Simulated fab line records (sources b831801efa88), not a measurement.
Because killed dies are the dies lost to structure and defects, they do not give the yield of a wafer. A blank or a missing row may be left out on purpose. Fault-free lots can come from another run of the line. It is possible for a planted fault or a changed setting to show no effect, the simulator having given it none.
fab line records    flow sfq_line
[record] lots = 15  wafers = 45  last_day = 78
route steps=325 shown I5@238 I7@297 M8@323
lots with no fault: from the same line, run without faults
start_h: the number of hours between the record's first day and the start of the first shown wafer of the lot    wait_h: hours since the lot's step before    " as in the row above    L1.1+2: a row that stands for several wafers    - either no value or no given start    * or withheld: withheld    < > ~ a bound
route shown NAME@n: NAME is a module with steps in the file, n the number in the route of the first one    usual: the fault-free wafers' mean and standard deviation    same: alike in all rows    chamber/n: place in a boat    sites: per-site readings    _std_site: standard deviation of those values    _edge_site: inner sites' mean taken away from outer sites' mean    radius_mm: how far each site lies from the wafer's centre    mask NAME#n: copy n    behind: tool/chamber where the wafer was last shaped    hold: what put the lot on hold/how long, in hours/how the hold closed    device: transistor that didn't switch, given as n, p or np    end of line: the route-end tests of the same wafers    step lacking rows: just its recipe    killed: dies lost to structure and defects at the first sort, not the wafer's yield    map: shows each die of a wafer: x if killed, . if not, _ if none is there
set.NAME: the run value of the setting; set.NAME@STEP: its run value at that earlier step    model.NAME: the simulator's own value behind a step, which no gauge read
route steps across a sampled set of lots; one table per step, one row per wafer
services: from which hour (start_h, from the record's first day; less than 0 if before it) a tool's chamber was out of use, for how many hours, and why
[[steps]]
[step SFQ_TRILAYER_I5_STRIP_STRIP_148]
[recipe] gas = O2  power_w = 200  platen_temp_c = 40  overash_fraction = 0.65  chemistry = O2  pressure_mtorr = 50
[usual] drypump_motor_current_A = 6.0/0.31  oes_product_au = 0.994/0.014
lot.wafer  tool          chamber  start_h  wait_h  drypump_motor_current_A  oes_product_au  rf_hours_counter_h
L124.1     rie_metal-03  0        1239.02  -       5.9                      1.001           33
L124.2     "             1        "        "       6.6                      0.989           165
L124.6     "             0        "        "       5.9                      1.018           -
L125.2     rie_metal-04  1        1251.02  -       6.1                      0.967           72
L125.3     "             1        "        "       6.1                      0.972           -
L125.6     "             0        "        "       5.8                      0.997           -
L126.2     rie_metal-04  0        1258.42  -       5.9                      0.989           -
L126.3     "             0        "        "       5.9                      0.990           -
L126.6     "             0        "        "       5.8                      0.995           -
L127.1     rie_metal-04  0        1263.02  -       5.8                      0.995           44
L127.2     "             0        "        "       5.9                      0.990           -
L127.3     "             0        "        "       5.8                      0.985           -
L128.3     rie_metal-03  0        1283.62  -       5.9                      1.005           -
L128.5     "             0        "        "       5.9                      1.006           -
L128.6     "             1        "        "       6.6                      1.005           -
L130.1     rie_metal-03  0        1299.02  -       5.9                      0.998           47
L130.4     "             1        "        "       6.6                      0.991           -
L130.5     "             1        "        "       6.6                      0.984           -
L131.3     rie_metal-03  0        1314.05  -       5.9                      0.998           -
L131.5     "             1        "        "       6.6                      1.003           -
L131.6     "             0        "        "       5.9                      1.006           -
L132.2     rie_metal-04  1        1319.85  -       6.1                      0.967           83
L132.3     "             1        "        "       6.1                      0.970           -
L132.4     "             0        "        "       5.8                      0.980           -
L133.1     rie_metal-03  1        1327.05  -       6.6                      1.003           10
L133.2     "             0        "        "       5.9                      1.000           52
L133.6     "             0        "        "       5.9                      1.009           -
L134.3     rie_metal-02  1        1333.25  -       5.8                      1.019           -
L134.4     "             0        "        "       5.6                      1.004           -
L134.6     "             1        "        "       5.8                      1.015           -
L135.1     rie_metal-04  1        1337.85  -       6.1                      0.970           87
L135.3     "             0        "        "       5.9                      0.988           -
L135.5     "             1        "        "       6.1                      0.971           -
L139.3     rie_metal-03  0        1360.65  -       5.9                      1.010           -
L139.4     "             1        "        "       6.6                      0.991           -
L139.6     "             0        "        "       5.9                      1.015           -
L141.1     rie_metal-04  0        1365.25  -       5.8                      0.996           64
L141.3     "             0        "        "       5.8                      0.994           -
L141.4     "             1        "        "       6.1                      0.976           -
L144.1     rie_metal-02  0        1383.25  -       5.6                      0.982           157
L144.3     "             0        "        "       5.6                      0.978           -
L144.4     "             1        "        "       5.8                      1.010           -
L146.3     rie_metal-02  0        1390.75  -       5.6                      0.994           -
L146.4     "             1        "        "       5.8                      1.008           -
L146.6     "             1        "        "       5.8                      1.016           -
[step SFQ_TRILAYER_I7_CMP_CMP_184]
[recipe] material = SiO2  down_force_psi = 3  platen_rpm = 60  pad_velocity_m_s = 0.94248
[usual] motor_current_A = 10.6/1  slurry_flow_ml_min = 150.0/0.47  time_to_endpoint_s = 212/7.8
lot.wafer  tool    chamber  start_h  wait_h  motor_current_A  slurry_flow_ml_min  time_to_endpoint_s
L124.2     cmp-02  0        1509.46  31.4    9.7              150.9               213
L124.1     "       2        1510.46  32.4    9.6              150.6               216
L124.6     "       0        1511.46  33.4    9.5              150.3               216
L125.3     cmp-02  1        1515.96  31.5    9.7              150.7               208
L125.2     "       3        1516.96  32.5    10.9             150.1               200
L125.6     "       1        1517.96  33.5    9.2              150.4               207
L126.2     cmp-01  3        1520.60  28.9    11.0             149.4               212
L126.3     "       0        "        "       10.8             149.8               205
L126.6     "       0        1523.10  31.4    10.4             149.6               213
L127.3     cmp-01  1        1529.60  26.1    12.7             150.5               223
L127.1     "       2        "        "       10.9             150.2               200
L127.2     "       3        "        "       10.9             149.4               210
L128.3     cmp-01  1        1535.60  20.7    12.6             149.3               209
L128.5     "       1        1537.60  22.7    12.4             149.3               217
L128.6     "       2        "        "       11.1             149.2               202
L130.4     cmp-02  1        1549.00  14.7    9.3              150.2               211
L130.1     "       0        1550.50  16.2    9.7              149.9               207
L130.5     "       2        1551.50  17.2    9.1              150.2               209
L131.3     cmp-02  2        1560.87  17.0    9.7              149.6               228
L131.5     "       3        "        "       11.3             149.8               215
L131.6     "       0        "        "       10.0             149.7               221
L132.4     cmp-02  0        1565.37  13.0    9.3              150.5               206
L132.3     "       1        "        "       8.9              150.5               210
L132.2     "       3        1566.87  14.5    10.6             149.5               197
L133.1     cmp-02  2        1568.37  9.8     9.7              149.6               214
L133.2     "       0        1569.37  10.8    10.3             150.2               209
L133.6     "       3        1570.87  12.2    10.8             149.7               204
L134.4     cmp-02  0        1660.10  0.0     9.6              150.6               232
L134.3     "       1        "        "       9.2              149.5               217
L134.6     "       0        1662.10  2.0     10.1             150.2               222
L135.1     cmp-01  0        1661.30  0.0     10.7             149.8               202
L135.3     "       3        1662.80  1.5     11.6             150.0               196
L135.5     "       1        1663.80  2.5     13.5             149.5               212
L139.4     cmp-01  2        1685.86  1.6     11.0             149.9               203
L139.3     "       3        "        "       10.9             149.6               280
L139.6     "       1        1687.36  3.1     13.0             150.1               225
L141.4     cmp-01  2        1688.36  1.7     11.0             150.0               210
L141.3     "       3        "        "       11.6             149.6               272
L141.1     "       0        "        "       10.8             149.8               211
L144.4     cmp-01  1        1698.83  0.0     11.8             149.6               207
L144.3     "       2        "        "       10.7             149.2               279
L144.1     "       0        1700.33  1.6     10.5             150.2               211
L146.3     cmp-02  2        1703.98  1.6     9.7              150.6               209
L146.4     "       3        "        "       11.9             150.7               197
L146.6     "       3        1706.48  4.0     10.8             150.0               207
[step SFQ_TRILAYER_I7_METRO_MEASURE_185]
[usual] thk_nm = 199.8/1.2
lot.wafer  tool           chamber  start_h  wait_h  thk_nm
L124.1     film_metro-01  -        1512.58  0.1     199.4
L124.2     "              -        "        "       199.3
L124.6     "              -        "        "       199.2
L125.2     film_metro-02  -        1518.78  0.3     198.2
L125.3     "              -        "        "       199.6
L125.6     "              -        "        "       199.1
L126.2     film_metro-03  -        1523.92  0.3     199.6
L126.3     "              -        "        "       200.2
L126.6     "              -        "        "       199.1
L127.1     film_metro-02  -        1532.72  0.1     198.4
L127.2     "              -        "        "       200.6
L127.3     "              -        "        "       200.8
L128.3     film_metro-02  -        1539.12  0.5     202.2
L128.5     "              -        "        "       200.9
L128.6     "              -        "        "       199.6
L130.1     film_metro-03  -        1552.12  0.1     200.4
L130.4     "              -        "        "       199.5
L130.5     "              -        "        "       200.8
L131.3     film_metro-03  -        1562.89  0.5     200.8
L131.5     "              -        "        "       199.8
L131.6     "              -        "        "       201.6
L132.2     film_metro-02  -        1568.69  0.3     198.2
L132.3     "              -        "        "       200.5
L132.4     "              -        "        "       201.1
L133.1     film_metro-01  -        1571.49  0.1     201.1
L133.2     "              -        "        "       201.0
L133.6     "              -        "        "       199.4
L134.3     film_metro-02  -        1663.62  0.5     200.0
L134.4     "              -        "        "       200.5
L134.6     "              -        "        "       199.5
L135.1     film_metro-01  -        1664.42  0.1     199.2
L135.3     "              -        "        "       198.7
L135.5     "              -        "        "       198.9
L139.3     film_metro-03  -        1688.38  0.5     305.2
L139.4     "              -        "        "       200.2
L139.6     "              -        "        "       200.6
L141.1     film_metro-02  -        1690.98  0.1     199.5
L141.3     "              -        "        "       304.0
L141.4     "              -        "        "       198.4
L144.1     film_metro-03  -        1701.95  0.1     200.6
L144.3     "              -        "        "       304.4
L144.4     "              -        "        "       201.9
L146.3     film_metro-02  -        1707.50  0.5     199.7
L146.4     "              -        "        "       198.1
L146.6     "              -        "        "       198.3
[step SFQ_TRILAYER_I7_VIA_ETCH_VIA_ETCH_190]
[recipe] target = SiO2  stop_on = Nb  mask_material = PR  taper_deg = 20  chemistry = CHF3  target_depth_nm = 260  source_w = 500  bias_w = 80  pressure_mtorr = 30  time_s = withheld
[usual] drypump_motor_current_A = 5.9/0.56  oes_product_au = 0.854/0.0058  rf_fwd_power_W = 498.0/1.6
lot.wafer  tool         chamber  start_h  wait_h  drypump_motor_current_A  oes_product_au  rf_fwd_power_W
L124.1     rie_diel-01  0        1606.32  0.0     4.9                      0.856           498.0
L124.2     "            3        "        "       6.0                      0.855           496.1
L124.6     "            0        "        "       4.9                      0.847           498.3
L125.2     rie_diel-03  0        1612.48  0.0     6.3                      0.851           497.8
L125.3     "            2        "        "       6.3                      0.848           497.6
L125.6     "            0        "        "       6.3                      0.863           501.5
L126.2     rie_diel-03  1        1618.48  0.0     6.4                      0.851           496.2
L126.3     "            0        "        "       6.3                      0.861           498.0
L126.6     "            2        "        "       6.3                      0.854           498.4
L127.1     rie_diel-01  3        1626.70  0.0     5.9                      0.850           496.9
L127.2     "            1        "        "       6.0                      0.844           496.1
L127.3     "            0        "        "       4.9                      0.863           498.3
L128.3     rie_diel-03  2        1632.70  0.0     6.3                      0.858           497.9
L128.5     "            3        "        "       4.9                      0.862           498.0
L128.6     "            2        "        "       6.3                      0.857           497.6
L130.1     rie_diel-04  3        1650.70  0.0     5.7                      0.858           499.8
L130.4     "            0        "        "       6.2                      0.857           498.8
L130.5     "            2        "        "       6.7                      0.854           497.4
L131.3     rie_diel-01  3        1662.70  0.0     5.9                      0.854           500.9
L131.5     "            1        "        "       6.0                      0.851           498.2
L131.6     "            2        "        "       6.3                      0.849           498.3
L132.2     rie_diel-01  2        1670.07  0.0     6.3                      0.844           497.8
L132.3     "            3        "        "       5.9                      0.863           497.1
L132.4     "            0        "        "       4.9                      0.860           497.1
L133.1     rie_diel-03  2        1673.67  0.0     6.2                      0.857           501.5
L133.2     "            1        "        "       6.4                      0.864           498.2
L133.6     "            1        "        "       6.4                      0.847           498.6
L134.3     rie_diel-01  0        1754.44  0.0     4.9                      0.858           496.5
L134.4     "            3        "        "       5.9                      0.848           501.8
L134.6     "            1        "        "       6.0                      0.854           496.0
L135.1     rie_diel-03  0        1756.84  0.0     6.3                      0.850           500.0
L135.3     "            1        "        "       6.3                      0.846           497.5
L135.5     "            0        "        "       6.3                      0.842           496.7
L139.3     rie_diel-04  1        1772.44  0.0     5.6                      0.990           499.8
L139.4     "            3        "        "       5.8                      0.858           501.1
L139.6     "            2        "        "       6.7                      0.849           494.8
L141.1     rie_diel-03  1        1777.24  0.0     6.3                      0.848           495.4
L141.3     "            0        "        "       6.3                      1.005           497.3
L141.4     "            3        "        "       4.9                      0.852           498.3
L144.1     rie_diel-04  2        1788.08  0.0     6.6                      0.861           495.6
L144.3     "            0        "        "       6.2                      1.011           498.6
L144.4     "            1        "        "       5.7                      0.858           499.9
L146.3     rie_diel-03  0        1792.88  0.0     6.3                      0.856           497.6
L146.4     "            2        "        "       6.2                      0.860           497.3
L146.6     "            1        "        "       6.3                      0.847           499.1
[step SFQ_M8_THK_MEAS_950]
[recipe] thk_meas_gauge = xrf  reads = Au_of_TRILAYER_M8_DEP_EVAP_196
[usual] M8_AU_THK = 182.4/2.2
lot.wafer  tool           chamber  start_h  wait_h  M8_AU_THK[nm]
L124.1     film_metro-04  -        1610.90  0.1     184.3
L124.2     "              -        "        "       180.9
L124.6     "              -        "        "       182.5
L125.2     film_metro-01  -        1618.27  0.1     187.1
L125.3     "              -        "        "       181.7
L125.6     "              -        "        "       186.8
L126.2     film_metro-01  -        1627.78  0.1     185.4
L126.3     "              -        "        "       184.5
L126.6     "              -        "        "       183.0
L127.1     film_metro-04  -        1631.28  0.1     182.8
L127.2     "              -        "        "       183.3
L127.3     "              -        "        "       185.5
L128.3     film_metro-03  -        1637.30  0.1     182.9
L128.5     "              -        "        "       182.3
L128.6     "              -        "        "       182.7
L130.1     film_metro-03  -        1658.84  0.1     183.7
L130.4     "              -        "        "       179.6
L130.5     "              -        "        "       184.8
L131.3     film_metro-04  -        1667.44  0.1     178.9
L131.5     "              -        "        "       178.7
L131.6     "              -        "        "       181.2
L132.2     film_metro-03  -        1674.78  0.1     181.8
L132.3     "              -        "        "       187.8
L132.4     "              -        "        "       184.5
L133.1     film_metro-04  -        1682.75  0.1     183.7
L133.2     "              -        "        "       181.9
L133.6     "              -        "        "       180.6
L134.3     film_metro-01  -        1759.16  0.1     182.8
L134.4     "              -        "        "       179.5
L134.6     "              -        "        "       180.9
L135.1     film_metro-01  -        1761.55  0.1     179.0
L135.3     "              -        "        "       183.6
L135.5     "              -        "        "       182.1
L139.3     film_metro-01  -        1777.04  0.1     178.4
L139.4     "              -        "        "       183.3
L139.6     "              -        "        "       180.8
L141.1     film_metro-04  -        1851.43  0.1     181.6
L141.3     "              -        "        "       185.6
L141.4     "              -        "        "       183.3
L144.1     film_metro-04  -        1863.55  0.1     181.4
L144.3     "              -        "        "       182.1
L144.4     "              -        "        "       184.2
L146.3     film_metro-01  -        1867.17  0.1     182.4
L146.4     "              -        "        "       184.4
L146.6     "              -        "        "       186.0
[step SFQ_M8_BOW_MEAS_951]
[recipe] mode = bow
[usual] M8_BOW = 10/12
lot.wafer  tool           chamber  start_h  wait_h  M8_BOW[um]
L124.1     film_metro-03  -        1611.31  0.0     21
L124.2     "              -        "        "       31
L124.6     "              -        "        "       16
L125.2     film_metro-03  -        1618.52  0.0     17
L125.3     "              -        "        "       12
L125.6     "              -        "        "       1
L126.2     film_metro-03  -        1628.02  0.0     9
L126.3     "              -        "        "       6
L126.6     "              -        "        "       14
L127.1     film_metro-01  -        1631.52  0.0     20
L127.2     "              -        "        "       11
L127.3     "              -        "        "       21
L128.3     film_metro-04  -        1637.56  0.0     20
L128.5     "              -        "        "       11
L128.6     "              -        "        "       16
L130.1     film_metro-04  -        1659.08  0.0     20
L130.4     "              -        "        "       27
L130.5     "              -        "        "       22
L131.3     film_metro-01  -        1667.69  0.0     21
L131.5     "              -        "        "       27
L131.6     "              -        "        "       25
L132.2     film_metro-04  -        1675.03  0.0     18
L132.3     "              -        "        "       18
L132.4     "              -        "        "       17
L133.1     film_metro-03  -        1682.98  0.0     20
L133.2     "              -        "        "       19
L133.6     "              -        "        "       17
L134.3     film_metro-03  -        1759.42  0.0     25
L134.4     "              -        "        "       6
L134.6     "              -        "        "       2
L135.1     film_metro-04  -        1761.79  0.0     11
L135.3     "              -        "        "       11
L135.5     "              -        "        "       16
L139.3     film_metro-03  -        1777.29  0.0     19
L139.4     "              -        "        "       18
L139.6     "              -        "        "       13
L141.1     film_metro-03  -        1851.66  0.0     10
L141.3     "              -        "        "       11
L141.4     "              -        "        "       2
L144.1     film_metro-01  -        1863.79  0.0     -8
L144.3     "              -        "        "       7
L144.4     "              -        "        "       -9
L146.3     film_metro-03  -        1867.43  0.0     12
L146.4     "              -        "        "       20
L146.6     "              -        "        "       3
[[services]]
tool           chamber  start_h  hours  kind
cmp-02         -        1223.56  2.9    repair
cmp-01         -        1240.76  0.5    repair
film_metro-02  -        1246.08  1.9    pm
cmp-01         -        1261.38  4.0    pm
cmp-02         -        1276.60  3.1    repair
cmp-01         -        1304.11  0.5    repair
film_metro-02  -        1309.10  1.5    pm
film_metro-02  -        1311.97  1.6    pm
cmp-02         -        1313.84  0.5    repair
cmp-02         -        1320.09  0.9    repair
cmp-02         -        1324.72  5.0    pm
cmp-01         -        1336.51  2.5    repair
rie_diel-03    3        1354.81  5.7    repair
cmp-02         -        1362.26  1.9    repair
cmp-01         -        1378.01  3.6    repair
film_metro-02  -        1382.22  32.0   pm
rie_diel-03    2        1392.01  2.9    repair
cmp-02         -        1436.11  4.0    pm
cmp-02         -        1553.40  3.0    repair
cmp-02         -        1581.50  7.3    pm
cmp-02         -        1636.67  5.0    repair
cmp-02         -        1649.16  0.5    repair
cmp-02         -        1730.71  5.9    pm
cmp-02         -        1777.64  4.0    pm
[[key]]
[first_sign] step = SFQ_TRILAYER_I7_CMP_CMP_184  reading = time_to_endpoint_s  direction = up  sigmas = 8.4  usual = *  struck = *
[effect] step = SFQ_TRILAYER_I7_METRO_MEASURE_185  reading = thk_nm  direction = up  sigmas = 85  usual = 199.8  struck = 304.5
[effect] step = SFQ_TRILAYER_I7_VIA_ETCH_VIA_ETCH_190  reading = oes_product_au  direction = up  sigmas = 26  usual = 0.854  struck = 1.002
met_at SFQ_TRILAYER_I7_CMP_CMP_184
struck_lots L139,L141,L144
struck_wafers L139.3,L141.3,L144.3
not_acting_at SFQ_TRILAYER_I5_STRIP_STRIP_148,SFQ_M8_THK_MEAS_950,SFQ_M8_BOW_MEAS_951
onset_between 1661.30 1685.86
[fault] kind = process_parameter_drift  tool = cmp-01  chamber = -  onset_h = 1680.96  steps = SFQ_TRILAYER_I7_CMP_CMP_184  channel = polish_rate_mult  offset = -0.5  shape = step  end_h = 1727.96  scope = struck_wafers_only
